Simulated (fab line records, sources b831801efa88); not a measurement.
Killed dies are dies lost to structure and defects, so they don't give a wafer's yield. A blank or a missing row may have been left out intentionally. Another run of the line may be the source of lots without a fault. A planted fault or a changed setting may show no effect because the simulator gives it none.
Comparing a struck lot with a sound one + flow sky130 + 14 out of 708 route steps
Sound: these wafers, L100.1, L100.4, L100.6. Wafers L111.1, L111.3, L111.5 were the ones struck. The cause is named last.
For every step that has rows: the tool of each side, followed by ch and its chambers, followed by its first start. Under that, the readings that differ: sound wafers + struck wafers + difference of the means + sigmas: that difference in standard deviations of wafers without a fault.
alike: readings with means less than 2 such deviations apart, plus words and numbers identical on both sides. not compared: withheld readings, readings lacking a value on some wafer, bounds such as >300 that could conceal the same value, and numbers that have no deviation in the record and whose values overlap.
A row with sigmas, a row that says differs or no value, or rows on one side alone: a step with any of these is where the two part. Numbers that don't overlap but have no deviation are shown without sigmas and don't part them. A reading that every wafer of one side lacks parts them only if that side has two wafers or more.

first, 2 steps without rows for these wafers: SKY_VT_ADJUST_LVTN_PEB_05; SKY_VT_ADJUST_LVTN_DEVELOP_06 (develop time 60 s).
SKY_VT_ADJUST_LVTN_OVL_MEAS_07:
  sound: overlay-01 at day 7 08:50; struck: overlay-01 at day 10 08:32
  alike: VT_ADJUST_LVTN_OVL
next, for these wafers, 1 step has no rows: SKY_VT_ADJUST_LVTN_IMPLANT_08.
SKY_VT_ADJUST_LVTN_STRIP_09: strips in O2/N2.
  sound on plasma_asher-02 ch 0,1, day 7 09:01; struck on plasma_asher-04 ch 0,1, day 10 08:43
  alike: drypump_motor_current_A, oes_product_au, strip_time_to_endpoint_s
  not compared: rf_hours_counter_h
SKY_VT_ADJUST_LVTN_TW_MEAS_10:
  sound: film_metro-04 at day 7 09:07; struck: film_metro-03 at day 10 08:49
  alike: VT_ADJUST_LVTN_TW
then, 6 steps without rows for these wafers: SKY_VT_ADJUST_LVTN_DEHYDRATE_11 (time 60 s); SKY_VT_ADJUST_LVTN_HMDS_12 (prime time 60 s); SKY_VT_ADJUST_LVTN_COAT_13 (resist thk 1140 nm); SKY_VT_ADJUST_LVTN_SOFTBAKE_14 (time 60 s); SKY_VT_ADJUST_LVTN_EXPOSE_15 (exposes mask HVN STD DERIVED, target cd 600 nm); SKY_VT_ADJUST_LVTN_PEB_16.
SKY_VT_ADJUST_LVTN_DEVELOP_17: develop time 60 s.
  struck on litho_track-02, day 11 05:38; sound on litho_track-03 ch 0, day 8 05:05
  no value came back on the struck wafers for chill_plate_temp_C (C), develop_time_s (s), developer_temp_C (C); on the sound wafers chill_plate_temp_C (C) reads 22.86 23.04 23.03
SKY_VT_ADJUST_LVTN_OVL_MEAS_18:
  sound: overlay-02 at day 8 05:14; struck: overlay-01 at day 11 05:47
| reading                    | sound        | struck | difference                    | sigmas |
|----------------------------|--------------|--------|-------------------------------|--------|
| VT_ADJUST_LVTN_01_OVL (nm) | -1.0 0.6 0.2 | - - -  | no value on the struck wafers |        |

## WHERE THEY PART
At SKY_VT_ADJUST_LVTN_DEVELOP_17 first; at SKY_VT_ADJUST_LVTN_OVL_MEAS_18 last (within this record only).

WHY: what the simulator had put in
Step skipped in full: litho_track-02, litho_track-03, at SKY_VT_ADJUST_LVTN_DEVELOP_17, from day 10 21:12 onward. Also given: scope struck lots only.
